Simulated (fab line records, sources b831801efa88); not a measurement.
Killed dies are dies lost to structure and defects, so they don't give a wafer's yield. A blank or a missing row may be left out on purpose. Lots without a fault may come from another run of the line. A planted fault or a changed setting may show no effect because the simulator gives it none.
A struck lot beside a sound one | flow sfq_line | 42 steps out of a route of 325
Sound: wafers L963.2, L963.4, L963.5. Struck: wafer L980.5. (L980.2 of the same lot was not struck and is left out.) The cause comes at the end.
At each step with rows: each side's tool, then ch and its chambers, then its first start. Under that, the readings that differ: sound wafers | struck wafers | difference of the means | sigmas: that difference in standard deviations of wafers without a fault.
alike: readings whose means differ by less than 2 such deviations, and words and numbers that are the same on both sides. not compared: withheld readings, readings that some wafer has no value for, bounds like >300 that may hide the same value, and numbers for which the record gives no deviation and whose values overlap.
The two part at a step that has a row with sigmas, a row that says differs or no value, or rows on one side only. Numbers that don't overlap but have no deviation are shown without sigmas and don't part them. A reading that every wafer of one side lacks parts them only if that side has two wafers or more.

first, 3 steps without rows for these wafers: SFQ_TRILAYER_I4_VIA_LITHO_EXPOSE_104 (exposes mask I4, target cd 700 nm); SFQ_TRILAYER_I4_VIA_LITHO_PEB_106 (peb time 60 s); SFQ_TRILAYER_I4_VIA_LITHO_DEVELOP_105 (time 60 s).
SFQ_I4_OVL_MEAS_928:
  sound on overlay-01, day 50 17:12; struck on overlay-02, day 63 06:42
  alike: I4_OVL
then, 8 steps without rows for these wafers: SFQ_TRILAYER_I4_VIA_BARC_OPEN_VIA_ETCH_146 (etches BARC in O2, target depth 125 nm, time 41.7 s); SFQ_TRILAYER_I4_VIA_ETCH_VIA_ETCH_106 (etches SiO2 in CHF3, stops on Nb, target depth 260 nm); SFQ_TRILAYER_I4_VIA_STRIP_STRIP_107 (strips in O2); SFQ_TRILAYER_I4_VIA_STRIP_SOLV_CLEAN_108 (cleans in NMP, time 600 s); SFQ_TRILAYER_JJ_TRILAYER_DEP_PRE_CLEAN_113 (time 22.5 s); SFQ_TRILAYER_JJ_TRILAYER_DEP_SPUTTER_109 (material Nb, target thk 150 nm, time 100 s); SFQ_TRILAYER_JJ_TRILAYER_DEP_SPUTTER_110 (material Al, target thk 8 nm, time 10 s); SFQ_TRILAYER_JJ_TRILAYER_DEP_AL_OXIDATION_111 (oxidation time 600 s).
SFQ_TRILAYER_JJ_TRILAYER_DEP_SPUTTER_112: material Nb, target thk 170 nm, time 113.3 s.
  sound on pvd_sputter-04, day 50 19:17; struck on pvd_sputter-03, day 63 08:48
  reading                                                      | sound           | struck | difference | sigmas
  model.Nb_of_TRILAYER_JJ_TRILAYER_DEP_SPUTTER_112.thk_nm (nm) | 167.5 169 169.4 | 311.4  | +142.8     |
  alike: throttle_valve_pct
SFQ_JJ_RS_MEAS_929: measures by four-point-probe.
  sound on film_metro-01, day 50 19:23; struck on film_metro-01, day 63 08:54
  reading           | sound             | struck | difference | sigmas
  JJ_NB_RS (ohm/sq) | 1.065 1.057 1.051 | 0.569  | -0.489     | -44
then, 6 steps without rows for these wafers: SFQ_TRILAYER_JJ_CE_LITHO_COAT_119 (resist thk 62 nm); SFQ_TRILAYER_JJ_CE_LITHO_COAT_114 (resist thk 600 nm); SFQ_TRILAYER_JJ_CE_LITHO_SOFTBAKE_118; SFQ_TRILAYER_JJ_CE_LITHO_EXPOSE_115 (exposes mask J5, target cd 700 nm); SFQ_TRILAYER_JJ_CE_LITHO_PEB_117 (peb time 60 s); SFQ_TRILAYER_JJ_CE_LITHO_DEVELOP_116 (time 60 s).
SFQ_JJ_OVL_MEAS_931:
  sound on overlay-01, day 50 21:51; struck on overlay-02, day 63 19:54
  alike: J5_OVL
SFQ_TRILAYER_JJ_CE_METRO_MEASURE_117:
  sound on cd_sem-01, day 50 22:05; struck on cd_sem-02, day 63 20:08
  alike: cd_nm
then, 11 steps without rows for these wafers: SFQ_TRILAYER_JJ_CE_BARC_OPEN_RIE_150 (chemistry O2, target BARC, target depth 240 nm, time 80 s); SFQ_TRILAYER_JJ_CE_ETCH_RIE_118 (chemistry SF6, target Nb, stops on Al2O3, time 97.7 s, target depth 170 nm); SFQ_TRILAYER_JJ_ANODIZE_ANODIZE_119; SFQ_TRILAYER_JJ_CE_STRIP_STRIP_120 (strips in O2); SFQ_TRILAYER_JJ_CE_STRIP_SOLV_CLEAN_121 (cleans in NMP, time 600 s); SFQ_TRILAYER_M5_LITHO_COAT_128 (resist thk 62 nm); SFQ_TRILAYER_M5_LITHO_COAT_123 (resist thk 600 nm); SFQ_TRILAYER_M5_LITHO_SOFTBAKE_127; SFQ_TRILAYER_M5_LITHO_EXPOSE_124 (exposes mask M5, target cd 700 nm); SFQ_TRILAYER_M5_LITHO_PEB_126 (peb time 60 s); SFQ_TRILAYER_M5_LITHO_DEVELOP_125 (time 60 s).
-- the record jumps here: 5 days lie between the struck wafers' starts before and after --
SFQ_M5_OVL_MEAS_932:
  sound on overlay-02, day 51 07:31; struck on overlay-02, day 68 10:44
  alike: M5_OVL
SFQ_TRILAYER_M5_BARC_OPEN_METAL_ETCH_161: etches BARC in O2, target depth 125 nm, time 41.7 s.
  sound on rie_metal-01 ch 0,1, day 51 07:33; struck on rie_metal-01 ch 0, day 68 10:46
  alike: drypump_motor_current_A, oes_product_au
  not compared: rf_hours_counter_h
SFQ_TRILAYER_M5_ETCH_METAL_ETCH_126: etches Nb in Cl2/BCl3, stops on SiO2, time 203.2 s, target depth 265 nm.
  sound on rie_metal-01 ch 0,1, day 51 07:37; struck on rie_metal-01 ch 0, day 68 10:49
  alike: drypump_motor_current_A, oes_product_au
  not compared: rf_hours_counter_h
then, 2 steps without rows for these wafers: SFQ_TRILAYER_M5_STRIP_STRIP_127 (strips in O2); SFQ_TRILAYER_M5_STRIP_SOLV_CLEAN_128 (cleans in NMP, time 600 s).
SFQ_TRILAYER_A5B_DEP_PECVD_129: deposits SiO2 from SiH4/N2O, time 133.33 s, target thk 600 nm.
  sound on pecvd-04 ch 1,2, day 51 08:35; struck on pecvd-04 ch 0, day 68 11:47
  reading              | sound       | struck | difference | sigmas
  showerhead_vpp_V (V) | 826 825 833 | 893    | +65        | +2
  alike: heater_power_w, throttle_valve_pct
then, 1 step without rows for these wafers: SFQ_TRILAYER_A5B_CMP_CMP_130 (polishes, stops on Nb, target thk 340.7 nm).
SFQ_TRILAYER_A5B_METRO_MEASURE_131:
  sound on film_metro-02, day 51 18:00; struck on film_metro-02, day 68 18:47
  alike: thk_nm
-- the record jumps here: 5 days lie between the struck wafers' starts before and after --
SFQ_TRILAYER_R5_ETCH_METAL_ETCH_139: etches the open film in Cl2, stops on SiO2, target depth 60 nm, time 40 s.
  sound on rie_metal-03 ch 0,1, day 56 07:21; struck on rie_metal-03 ch 0, day 73 12:15
  reading                                                      | sound             | struck | difference | sigmas
  model.Nb_of_TRILAYER_JJ_TRILAYER_DEP_SPUTTER_112.thk_nm (nm) | 157.5 159.2 159.6 | 301.5  | +142.7     |
  alike: drypump_motor_current_A, oes_product_au
  not compared: rf_hours_counter_h

WHERE THEY PART
First at SFQ_JJ_RS_MEAS_929; last, within this record, at SFQ_TRILAYER_A5B_DEP_PECVD_129. Later steps at which nothing parts them and some readings are alike: SFQ_TRILAYER_A5B_METRO_MEASURE_131, SFQ_TRILAYER_R5_ETCH_METAL_ETCH_139.

WHY: what the simulator had put in
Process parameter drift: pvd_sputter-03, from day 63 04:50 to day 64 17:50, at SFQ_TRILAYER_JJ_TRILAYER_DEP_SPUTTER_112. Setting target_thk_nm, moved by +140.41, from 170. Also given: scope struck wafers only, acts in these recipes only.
